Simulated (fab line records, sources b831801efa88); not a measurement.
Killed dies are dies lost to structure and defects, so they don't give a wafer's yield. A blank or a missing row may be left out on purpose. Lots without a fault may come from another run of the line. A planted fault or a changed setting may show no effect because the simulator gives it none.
Which tool did it? | flow gf180mcu | 13 lots, 39 wafers sampled, at 3 steps of a route of 602

WHAT THE GAUGES READ, wafer by wafer
GF_MVPSD_TW_MEAS_11.
lot  | measured     | on            | MVPSD_TW
L215 | day 5 00:45  | film_metro-03 | 557 559 556
L216 | day 5 04:47  | film_metro-04 | 664 662 662
L217 | day 5 14:41  | film_metro-04 | 548 552 553
L218 | day 5 18:27  | film_metro-04 | 550 551 550
L219 | day 6 02:25  | film_metro-01 | 665 665 663
L224 | day 7 13:07  | film_metro-01 | 550 548 548
L229 | day 8 13:34  | film_metro-01 | 550 546 546
L230 | day 9 00:31  | film_metro-01 | 546 549 548
L233 | day 9 13:47  | film_metro-01 | 548 547 550
L235 | day 9 23:34  | film_metro-03 | 554 552 551
L236 | day 10 04:14 | film_metro-03 | 554 554 556
L237 | day 10 09:49 | film_metro-03 | 554 551 554
L238 | day 10 17:24 | film_metro-04 | 549 553 549

GF_VT_IMPLANT_RS_MEAS_49: measures by four-point-probe.
lot  | measured     | on            | MVPSD_RS (ohm/sq)
L215 | day 7 15:05  | film_metro-01 | 1169.1 1168.1 1171.2
L216 | day 7 18:46  | film_metro-01 | 826.1 827.4 824.9
L217 | day 8 06:13  | film_metro-01 | 1169.1 1166.5 1171.1
L218 | day 8 10:08  | film_metro-04 | 1168.0 1168.2 1170.6
L219 | day 8 17:35  | film_metro-01 | 823.9 825.0 824.0
L224 | day 10 07:22 | film_metro-03 | 1167.7 1167.9 1168.8
L229 | day 11 11:50 | film_metro-04 | 1170.4 1166.6 1163.6
L230 | day 12 01:59 | film_metro-01 | 1169.6 1171.4 1171.4
L233 | day 12 16:58 | film_metro-01 | 1173.0 1171.6 1172.4
L235 | day 13 03:11 | film_metro-03 | 1169.6 1171.7 1168.5
L236 | day 13 07:52 | film_metro-01 | 1169.5 1167.8 1169.9
L237 | day 13 14:56 | film_metro-04 | 1169.6 1168.3 1171.7
L238 | day 13 23:01 | film_metro-01 | 1165.0 1169.7 1164.5

WHICH TOOL RAN EACH LOT (tool, then ch and the chambers of the sampled wafers, then the start)
lot  | GF_MVPSD_IMPLANT_08
L215 | implanter-01 ch 0, day 5 00:22
L216 | implanter-02 ch 0, day 5 04:05
L217 | implanter-02 ch 0, day 5 14:19
L218 | implanter-04 ch 0, day 5 18:04
L219 | implanter-02 ch 0, day 6 01:43
L224 | implanter-04 ch 0, day 7 12:43
L229 | implanter-01 ch 0, day 8 13:10
L230 | implanter-01 ch 0, day 9 00:08
L233 | implanter-04 ch 0, day 9 13:25
L235 | implanter-04 ch 0, day 9 23:11
L236 | implanter-01 ch 0, day 10 03:52
L237 | implanter-04 ch 0, day 10 09:26
L238 | implanter-04 ch 0, day 10 17:01
- GF_MVPSD_IMPLANT_08

WHAT THE TOOLS THEMSELVES READ (means of the sampled wafers that have a number; where no wafer has one, the mark that the record gives instead)
The record holds no such reading with a usual standard deviation.

THE ANSWER, worked out from the rows above alone
Rule: what is usual is taken from the lots themselves. Put in order of their means at a reading, lots are off if they are a third of the lots or fewer, leave a main group of 4 or more, and stand apart from it by a gap of 3 or more times the standard deviation of the main group's means; of several such gaps the widest counts. A main group whose means are all the same, to the digits that the tables above print for the reading, isn't used. A lot without any number at a reading at which 4 lots or more have one is off too. The other lots that the step has rows for count as sound. The gauges are gone through in route order, then the tools' own readings, and for those a lot's mean is taken as printed above. The first step at which some lot is off is used, and at that step the reading that is off furthest; a lot without a number counts as furthest.
Off: L216, L219, at GF_MVPSD_TW_MEAS_11 (MVPSD_TW). The main group: mean 551, standard deviation 3.
A tool fits if, at a process step before that reading, it ran every lot that is off, and no sound lot after the first of them. The gauges at GF_MVPSD_TW_MEAS_11 are tried like those tools. None of those tried fits.

WHAT THE SIMULATOR HAD PUT IN
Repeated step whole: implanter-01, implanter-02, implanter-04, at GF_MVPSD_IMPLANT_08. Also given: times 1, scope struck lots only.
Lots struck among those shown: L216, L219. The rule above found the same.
